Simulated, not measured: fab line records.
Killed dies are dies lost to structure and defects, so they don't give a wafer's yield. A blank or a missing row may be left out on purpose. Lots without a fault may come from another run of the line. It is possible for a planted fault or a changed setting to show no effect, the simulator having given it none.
What tool caused it? -- flow gf180mcu -- 11 lots with 33 wafers sampled at 6 steps, on a route of 602 steps

WHAT EACH GAUGE READ, for each wafer
GF_STI_THK_MEAS_04. Usual: STI_CVD_03_THK typically reads 206.0 nm, with standard deviation 1.6.
lot,measured,on,STI_CVD_03_THK (nm),flag
L453,day 1 16:04,film metro-04,206.2 205.6 205.9,
L455,day 2 00:01,film metro-01,207.3 207.6 209.0,
L456,day 2 05:01,film metro-04,205.7 205.6 206.9,
L458,day 2 15:13,film metro-03,204.4 203.6 204.2,
L459,day 2 19:39,film metro-04,207.0 204.8 208.3,
L461,day 3 06:16,film metro-01,206.5 204.3 206.4,
L462,day 3 10:58,film metro-03,203.7 204.9 205.2,
L466,day 4 07:22,film metro-04,206.9 207.1 207.0,
L469,day 4 21:34,film metro-01,197.3 198.8 197.8 197.3 198.7 197.5,OFF
L470,day 5 02:34,film metro-04,198.6 198.3 197.8 198.8 198.1 197.5,OFF
L472,day 5 12:34,film metro-04,203.9 202.8 204.6,

GF_HV_LDD_THK_MEAS_55. Usual: HV_LDD_CVD_54_THK typically reads 10.03 nm, with standard deviation 0.12.
lot,measured,on,HV_LDD_CVD_54_THK (nm),flag
L453,day 12 18:02,film metro-02,10.13 10.01 10.07,
L455,day 13 05:13,film metro-02,10.06 10.04 10.10,
L456,day 13 13:40,film metro-01,10.14 10.06 9.95,
L458,day 14 02:37,film metro-04,10.05 10.08 9.99,
L459,day 14 10:46,film metro-01,10.14 10.20 10.14,
L461,day 15 00:13,film metro-01,10.38 10.42 10.41,OFF
L462,day 15 05:16,film metro-02,10.01 10.01 10.02,
L466,day 16 22:11,film metro-01,9.99 9.95 10.10,
L469,day 17 21:12,film metro-01,10.06 10.02 10.11,
L470,day 18 10:52,film metro-02,10.00 9.92 9.94,
L472,day 19 00:53,film metro-01,9.98 9.85 9.88,

EACH LOT AND THE TOOL THAT RAN IT (in order: tool; ch and the chambers of the sampled wafers; start)
lot,GF_STI_CVD_03,GF_STI_ETCH_13,GF_MVPSD_STRIP_10,GF_DUAL_GATE_STRIP_13
L453,"lpcvd-01 ch 0, day 1 13:05","rie diel-03 ch 0,1,2, day 2 03:23","plasma asher-03 ch 0,1, day 5 04:27","plasma asher-02 ch 0,1, day 8 12:35"
L455,"lpcvd-02 ch 1, day 1 22:01","rie diel-02 ch 1,2, day 2 12:08","plasma asher-01 ch 0,1, day 5 13:45","plasma asher-01 ch 0,1, day 8 23:05"
L456,"lpcvd-01 ch 0, day 2 03:02","rie diel-02 ch 2,3, day 2 16:41","plasma asher-01 ch 0,1, day 5 18:24","plasma asher-01 ch 0,1, day 9 05:38"
L458,"lpcvd-01 ch 1, day 2 13:13","rie diel-04 ch 0,1,2, day 3 03:56","plasma asher-01 ch 0,1, day 6 06:52","plasma asher-02 ch 0,1, day 9 18:01"
L459,"lpcvd-01 ch 1, day 2 17:38","rie diel-03 ch 1,3, day 3 08:02","plasma asher-04 ch 0,1, day 6 10:11","plasma asher-01 ch 0,1, day 9 23:59"
L461,"lpcvd-02 ch 1, day 3 04:15","rie diel-04 ch 1,2, day 3 18:29","plasma asher-01 ch 0,1, day 6 23:22","plasma asher-02 ch 0,1, day 10 13:29"
L462,"lpcvd-02 ch 0, day 3 08:58","rie diel-02 ch 0,2, day 3 23:41","plasma asher-04 ch 1, day 7 04:00","plasma asher-01 ch 0,1, day 10 18:52"
L466,"lpcvd-01 ch 1, day 4 05:22","rie diel-02 ch 0,1,2, day 4 20:51","plasma asher-03 ch 0,1, day 8 07:03","plasma asher-03 ch 0,1, day 12 03:31"
L469,"lpcvd-01 ch 1, day 4 19:34","rie diel-02 ch 0,1,3, day 5 11:35","plasma asher-01 ch 0,1, day 9 00:53","plasma asher-01 ch 0,1, day 13 00:26"
L470,"lpcvd-01 ch 1, day 5 00:34","rie diel-03 ch 1,2,3, day 5 17:09","plasma asher-01 ch 0,1, day 9 07:09","plasma asher-03 ch 0,1, day 13 07:40"
L472,"lpcvd-02 ch 1, day 5 10:34","rie diel-02 ch 0,1,2, day 6 03:23","plasma asher-01 ch 0,1, day 9 20:14","plasma asher-01 ch 0,1, day 14 00:11"
- GF_STI_CVD_03: deposits Si3N4 from DCS/NH3, target thk 207.16 nm, time 3551 s.
- GF_STI_ETCH_13: etches the open film in CHF3/O2, stops on Si, target depth 282.31 nm, time 112.9 s.
- GF_MVPSD_STRIP_10: strips in O2/N2.
- GF_DUAL_GATE_STRIP_13: strips in O2/N2.

AS READ BY THE TOOLS THEMSELVES (means over the sampled wafers that have a number; for cases with no such wafer, the mark the record gives instead)
GF_STI_ETCH_13. Usual: drypump motor current A 6.0 A, standard deviation 0.42; oes product au 0.830 a.u., standard deviation 0.0057; throttle valve pct 8.809 %, standard deviation 0.0089.
lot,tool,drypump motor current A (A),oes product au (a.u.),throttle valve pct (%),flag
L453,rie diel-03,5.8,0.829,8.804,
L455,rie diel-02,6.4,0.833,8.808,
L456,rie diel-02,6.5,0.831,8.800,
L458,rie diel-04,5.5,0.824,8.806,
L459,rie diel-03,5.9,0.835,8.805,
L461,rie diel-04,5.5,0.827,8.809,
L462,rie diel-02,6.4,0.825,8.808,
L466,rie diel-02,6.3,0.832,8.809,
L469,rie diel-02,6.1,0.816,8.809,
L470,rie diel-03,5.7,0.813,8.806,
L472,rie diel-02,6.3,0.828,8.805,

GF_MVPSD_STRIP_10. Usual: drypump motor current A 5.7 A, standard deviation 0.5; heater power w 317 W, standard deviation 25; o2 flow sccm 2999 sccm, standard deviation 8.7; oes product au 0.723 a.u., standard deviation 0.0048; strip time to endpoint s 36.96 s, standard deviation 0.13.
lot,tool,drypump motor current A (A),heater power w (W),o2 flow sccm (sccm),oes product au (a.u.),strip time to endpoint s (s),flag
L453,plasma asher-03,5.6,343,3001,0.722,36.84,
L455,plasma asher-01,6.1,292,2989,0.723,37.09,
L456,plasma asher-01,6.1,293,2995,0.723,36.82,
L458,plasma asher-01,6.0,290,2999,0.725,36.88,
L459,plasma asher-04,5.5,322,2998,0.723,36.76,
L461,plasma asher-01,6.1,294,3002,0.725,37.15,
L462,plasma asher-04,5.6,334,2989,0.720,36.91,
L466,plasma asher-03,5.2,342,2993,0.726,37.23,
L469,plasma asher-01,5.9,299,3001,0.722,36.96,
L470,plasma asher-01,6.1,291,2993,0.724,36.89,
L472,plasma asher-01,5.9,299,3003,0.717,36.93,

GF_DUAL_GATE_STRIP_13. Usual: drypump motor current A 5.8 A, standard deviation 0.54; heater power w 314 W, standard deviation 24; o2 flow sccm 3001 sccm, standard deviation 8.7; oes product au 0.716 a.u., standard deviation 0.0044; strip time to endpoint s 12.65 s, standard deviation 0.032.
lot,tool,drypump motor current A (A),heater power w (W),o2 flow sccm (sccm),oes product au (a.u.),strip time to endpoint s (s),flag
L453,plasma asher-02,5.8,309,3009,0.717,12.66,
L455,plasma asher-01,6.0,290,2998,0.717,12.68,
L456,plasma asher-01,6.1,287,2997,0.717,12.68,
L458,plasma asher-02,6.2,299,2993,0.715,12.67,
L459,plasma asher-01,5.9,299,3002,0.716,12.61,
L461,plasma asher-02,5.8,310,3009,0.715,12.64,
L462,plasma asher-01,6.0,292,2996,0.717,12.65,
L466,plasma asher-03,5.3,339,3006,0.714,12.63,
L469,plasma asher-01,6.0,291,3002,0.715,12.66,
L470,plasma asher-03,5.2,335,2994,0.715,12.68,
L472,plasma asher-01,6.1,291,3002,0.713,12.68,

THE ANSWER, worked out from the rows above alone
Rule: a lot is off if the mean of its wafers that have a number lies more than 3 standard deviations from the usual mean. A lot without any number at a reading at which 4 lots or more have one is off too. The other lots that the step has rows for count as sound. First the gauges in route order, then the tools' own readings, where a lot's mean is used as printed above. The first step at which some lot is off is used, and at that step the reading that is off furthest; a lot without a number counts as furthest.
Off: at GF_STI_THK_MEAS_04 (STI_CVD_03_THK), L469, L470.
A tool fits if, at a process step before that reading, it ran every lot that is off, and no sound lot after the first of them. The gauges at GF_STI_THK_MEAS_04 are tried like those tools. One fits: lpcvd-01 at GF_STI_CVD_03. A fault onset in the window from L466 (day 4 05:22, its last sound lot) to L469 (day 4 19:34, its first lot off) fits.

WHAT THE SIMULATOR HAD INSERTED
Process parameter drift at GF_STI_CVD_03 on lpcvd-01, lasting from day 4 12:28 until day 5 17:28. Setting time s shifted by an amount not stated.
Shown lots that were struck: L469, L470. This agrees with what the rule above found.
